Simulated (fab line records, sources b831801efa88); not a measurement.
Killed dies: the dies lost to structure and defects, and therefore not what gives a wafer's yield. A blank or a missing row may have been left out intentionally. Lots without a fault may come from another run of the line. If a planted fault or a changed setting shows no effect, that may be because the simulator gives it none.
Which of the tools did it? :: flow gf180mcu :: 42 wafers from 14 lots sampled at 4 of the route's 602 steps

## WHAT THE GAUGES READ, wafer by wafer
GF_HV_LDD_TW_MEAS_11. Usual: HV_LDD_TW gives 2418 (standard deviation 32).
lot: L920
measured: day 10 10:27
on: filmMetro-02
HV_LDD_TW: 2442 2452 2455
flag: 

lot: L922
measured: day 10 18:02
on: filmMetro-01
HV_LDD_TW: 2403 2401 2403
flag: 

lot: L923
measured: day 10 23:55
on: filmMetro-02
HV_LDD_TW: 2447 2457 2460
flag: 

lot: L921
measured: day 11 00:13
on: filmMetro-02
HV_LDD_TW: 2448 2459 2441
flag: 

lot: L924
measured: day 11 14:19
on: filmMetro-02
HV_LDD_TW: 2456 2440 2449
flag: 

lot: L925
measured: day 11 16:28
on: filmMetro-04
HV_LDD_TW: 2348 2363 2353
flag: 

lot: L926
measured: day 12 05:20
on: filmMetro-04
HV_LDD_TW: 2374 2367 2366
flag: 

lot: L931
measured: day 13 06:49
on: filmMetro-01
HV_LDD_TW: 2423 2427 2428
flag: 

lot: L932
measured: day 13 18:59
on: filmMetro-01
HV_LDD_TW: 2409 2434 2423
flag: 

lot: L933
measured: day 14 06:57
on: filmMetro-02
HV_LDD_TW: 2427 2427 2429
flag: 

lot: L934
measured: day 14 14:14
on: filmMetro-02
HV_LDD_TW: 2428 2446 2432
flag: 

lot: L935
measured: day 14 14:32
on: filmMetro-02
HV_LDD_TW: 2446 2425 2431
flag: 

lot: L942
measured: day 16 16:35
on: filmMetro-02
HV_LDD_TW: 2447 2433 2433
flag: 

lot: L943
measured: day 16 23:31
on: filmMetro-04
HV_LDD_TW: 2353 2358 2365
flag: 

GF_HV_LDD_OVL_MEAS_20. Usual: HV_LDD_01_OVL gives 0.7 nm (standard deviation 1.3).
lot: L920
measured: day 11 03:49
on: overlay-01
HV_LDD_01_OVL (nm): 1.9 1.6 0.6
flag: 

lot: L922
measured: day 11 12:33
on: overlay-02
HV_LDD_01_OVL (nm): -1.2 -2.5 -1.3
flag: 

lot: L923
measured: day 11 17:47
on: overlay-02
HV_LDD_01_OVL (nm): 2.0 0.9 1.1
flag: 

lot: L921
measured: day 11 18:03
on: overlay-02
HV_LDD_01_OVL (nm): 0.6 -1.4 -0.8
flag: 

lot: L924
measured: day 12 08:23
on: overlay-01
HV_LDD_01_OVL (nm): 2.3 1.8 1.7
flag: 

lot: L925
measured: day 12 11:02
on: overlay-01
HV_LDD_01_OVL (nm): 1.7 1.9 1.3
flag: 

lot: L926
measured: day 12 23:52
on: overlay-02
HV_LDD_01_OVL (nm): 1.2 -0.4 0.8
flag: 

lot: L931
measured: day 14 02:44
on: overlay-02
HV_LDD_01_OVL (nm): 1.0 1.7 1.6
flag: 

lot: L932
measured: day 14 15:27
on: overlay-01
HV_LDD_01_OVL (nm): -0.8 0.3 0.3
flag: 

lot: L933
measured: day 15 03:21
on: overlay-02
HV_LDD_01_OVL (nm): -0.2 -1.4 -0.3
flag: 

lot: L934
measured: day 15 10:59
on: overlay-01
HV_LDD_01_OVL (nm): -0.3 1.6 1.0
flag: 

lot: L935
measured: day 15 11:17
on: overlay-01
HV_LDD_01_OVL (nm): 1.8 1.4 1.6
flag: 

lot: L942
measured: day 17 15:18
on: overlay-02
HV_LDD_01_OVL (nm): 0.7 1.9 1.5
flag: 

lot: L943
measured: day 17 22:15
on: overlay-02
HV_LDD_01_OVL (nm): -0.2 0.9 -0.9
flag: 

GF_HV_LDD_TW_MEAS_38. Usual: HV_LDD_3_TW gives 1429 (standard deviation 21).
lot: L920
measured: day 11 23:49
on: filmMetro-04
HV_LDD_3_TW: 1407 1404 1403
flag: 

lot: L922
measured: day 12 08:05
on: filmMetro-01
HV_LDD_3_TW: 1436 1433 1439
flag: 

lot: L923
measured: day 12 13:08
on: filmMetro-02
HV_LDD_3_TW: 1471 1461 1469
flag: 

lot: L921
measured: day 12 13:44
on: filmMetro-04
HV_LDD_3_TW: 1407 1409 1401
flag: 

lot: L924
measured: day 13 03:56
on: filmMetro-04
HV_LDD_3_TW: 1410 1403 1408
flag: 

lot: L925
measured: day 13 07:02
on: filmMetro-04
HV_LDD_3_TW: 1411 1411 1421
flag: 

lot: L926
measured: day 13 20:08
on: filmMetro-04
HV_LDD_3_TW: 1404 1411 1406
flag: 

lot: L931
measured: day 15 01:07
on: filmMetro-04
HV_LDD_3_TW: 1404 1408 1408
flag: 

lot: L932
measured: day 15 13:56
on: filmMetro-02
HV_LDD_3_TW: 1454 1452 1454
flag: 

lot: L933
measured: day 16 01:33
on: filmMetro-01
HV_LDD_3_TW: 1435 1432 1440
flag: 

lot: L934
measured: day 16 09:47
on: filmMetro-04
HV_LDD_3_TW: 1407 1406 1399
flag: 

lot: L935
measured: day 16 10:28
on: filmMetro-02
HV_LDD_3_TW: 1456 1453 1450
flag: 

lot: L942
measured: day 18 16:02
on: filmMetro-04
HV_LDD_3_TW: 1417 1409 1412
flag: 

lot: L943
measured: day 18 23:23
on: filmMetro-01
HV_LDD_3_TW: 1430 1432 1438
flag: 

## EACH LOT AND THE TOOL THAT RAN IT (in order: tool; ch and the chambers of the sampled wafers; start)
lot: L920
GF_HV_LDD_IMPLANT_21: implanter-03 ch 0, day 11 03:53

lot: L922
GF_HV_LDD_IMPLANT_21: implanter-01 ch 0, day 11 12:35

lot: L923
GF_HV_LDD_IMPLANT_21: implanter-03 ch 0, day 11 17:49

lot: L921
GF_HV_LDD_IMPLANT_21: implanter-01 ch 0, day 11 18:05

lot: L924
GF_HV_LDD_IMPLANT_21: implanter-01 ch 0, day 12 08:26

lot: L925
GF_HV_LDD_IMPLANT_21: implanter-01 ch 0, day 12 11:05

lot: L926
GF_HV_LDD_IMPLANT_21: implanter-04 ch 0, day 12 23:56

lot: L931
GF_HV_LDD_IMPLANT_21: implanter-03 ch 0, day 14 02:47

lot: L932
GF_HV_LDD_IMPLANT_21: implanter-03 ch 0, day 14 15:29

lot: L933
GF_HV_LDD_IMPLANT_21: implanter-03 ch 0, day 15 03:24

lot: L934
GF_HV_LDD_IMPLANT_21: implanter-04 ch 0, day 15 11:02

lot: L935
GF_HV_LDD_IMPLANT_21: implanter-03 ch 0, day 15 11:20

lot: L942
GF_HV_LDD_IMPLANT_21: implanter-04 ch 0, day 17 15:20

lot: L943
GF_HV_LDD_IMPLANT_21: implanter-01 ch 0, day 17 22:17
- GF_HV_LDD_IMPLANT_21

## AS READ BY THE TOOLS THEMSELVES (means over the sampled wafers that have a number; for cases with no such wafer, the mark the record gives instead)
GF_HV_LDD_IMPLANT_21. Usual: beamEnergyKeV 25.000, standard deviation 0.0078.
lot: L920
tool: implanter-03
beamEnergyKeV: 24.999
flag: 

lot: L922
tool: implanter-01
beamEnergyKeV: 25.001
flag: 

lot: L923
tool: implanter-03
beamEnergyKeV: 24.993
flag: 

lot: L921
tool: implanter-01
beamEnergyKeV: 24.998
flag: 

lot: L924
tool: implanter-01
beamEnergyKeV: 24.998
flag: 

lot: L925
tool: implanter-01
beamEnergyKeV: 25.001
flag: 

lot: L926
tool: implanter-04
beamEnergyKeV: 25.003
flag: 

lot: L931
tool: implanter-03
beamEnergyKeV: 25.001
flag: 

lot: L932
tool: implanter-03
beamEnergyKeV: 24.993
flag: 

lot: L933
tool: implanter-03
beamEnergyKeV: 29.353
flag: OFF

lot: L934
tool: implanter-04
beamEnergyKeV: 25.015
flag: 

lot: L935
tool: implanter-03
beamEnergyKeV: 29.332
flag: OFF

lot: L942
tool: implanter-04
beamEnergyKeV: 24.993
flag: 

lot: L943
tool: implanter-01
beamEnergyKeV: 24.997
flag: 

## THE ANSWER, worked out from the rows above alone
Rule: take the mean of a lot's wafers that have a number; if it is more than 3 standard deviations from the usual mean, the lot is off. Also off: a lot with no number at a reading for which 4 or more lots have one. Any other lot the step has rows for is counted as sound. After the gauges, taken in route order, come the tools' own readings; for these a lot's mean is taken, as printed above. At the first step where some lot is off, the reading lying furthest off is the one used; lots without a number count as furthest.
Off, at GF_HV_LDD_IMPLANT_21 on beamEnergyKeV: L933, L935.
If a tool, at that step or one of the process steps before it, ran each lot that is off and ran no sound lot following the first of them, it fits. One fits: GF_HV_LDD_IMPLANT_21 on implanter-03. Its last sound lot is L932 (day 14 15:29), its first lot that is off L933 (day 15 03:24): a fault that began between those two fits.
The tool's own readings at GF_HV_LDD_IMPLANT_21 bear it out: on the lots that are off they differ by more than 5 times the standard deviation of the sound lots' means. beamEnergyKeV reads 29.343 there against 24.999 on the sound lots.

## WHAT HAD BEEN PUT IN BY THE SIMULATOR
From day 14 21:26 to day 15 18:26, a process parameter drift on implanter-03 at GF_HV_LDD_IMPLANT_21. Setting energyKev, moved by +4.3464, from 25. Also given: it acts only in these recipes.
Lots struck among those shown: L933, L935. The rule given above showed the same thing.
